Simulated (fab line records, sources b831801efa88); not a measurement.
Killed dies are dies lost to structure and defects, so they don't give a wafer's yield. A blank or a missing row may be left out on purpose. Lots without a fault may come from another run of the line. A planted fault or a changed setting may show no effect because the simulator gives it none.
Chamber matching | flow sky130 | SKY_LI_CONTACT_CMP_24 on cmp-02: 4 sister chambers
The step polishes, stops on PSG, t overpolish 20 s, target thk 0 nm. 7 wafers are shown with their chamber, then 8 later ones without.

WAFERS WITH THEIR CHAMBER
wafer  | chamber | motor_current_A (A) | time_to_endpoint_s (s)
L135.2 | 0       | 9.7                 | 91
L135.6 | 3       | 11.3                | 94
L146.1 | 1       | 11.8                | 105
L149.1 | 1       | 11.8                | 103
L149.5 | 2       | 11.7                | 99
L149.6 | 3       | 10.8                | 94
L151.2 | 2       | 12.5                | 96

WAFERS WITHOUT THEIR CHAMBER
wafer  | motor_current_A (A) | time_to_endpoint_s (s)
L151.5 | 9.5                 | 89
L151.6 | 10.8                | 95
L153.3 | 12.3                | 99
L153.4 | 11.1                | 100
L153.5 | 12.6                | 105
L154.1 | 12.0                | 103
L154.3 | 11.6                | 100
L154.4 | 9.3                 | 95

WHICH CHAMBER EACH WENT THROUGH
wafer  | from the rows above          | in truth
L151.5 | 0                            | 0
L151.6 | 3                            | 3
L153.3 | 2                            | 2
L153.4 | can't be placed: 2 or 1 or 3 | 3
L153.5 | 1                            | 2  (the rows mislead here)
L154.1 | 1                            | 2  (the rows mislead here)
L154.3 | can't be placed: 2 or 1      | 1
L154.4 | can't be placed: 0 or 3      | 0
Placed correctly: 3 of 8. Can't be placed from these rows: 3 (the true chamber is among the candidates in 3). Placed wrongly: 2.
How it was worked out, from the rows above alone: a wafer's distance from a chamber is the root of the sum, over the readings, of the square of ((its reading less the chamber's mean) divided by the reading's scatter). The wafer belongs to the nearest chamber; if the next one is less than 2 further off, it can't be placed. A chamber's mean is the mean of its shown wafers. The scatter: the root of (the sum of the squares of (reading less its chamber's mean) over the shown wafers, divided by (wafers less chambers)).
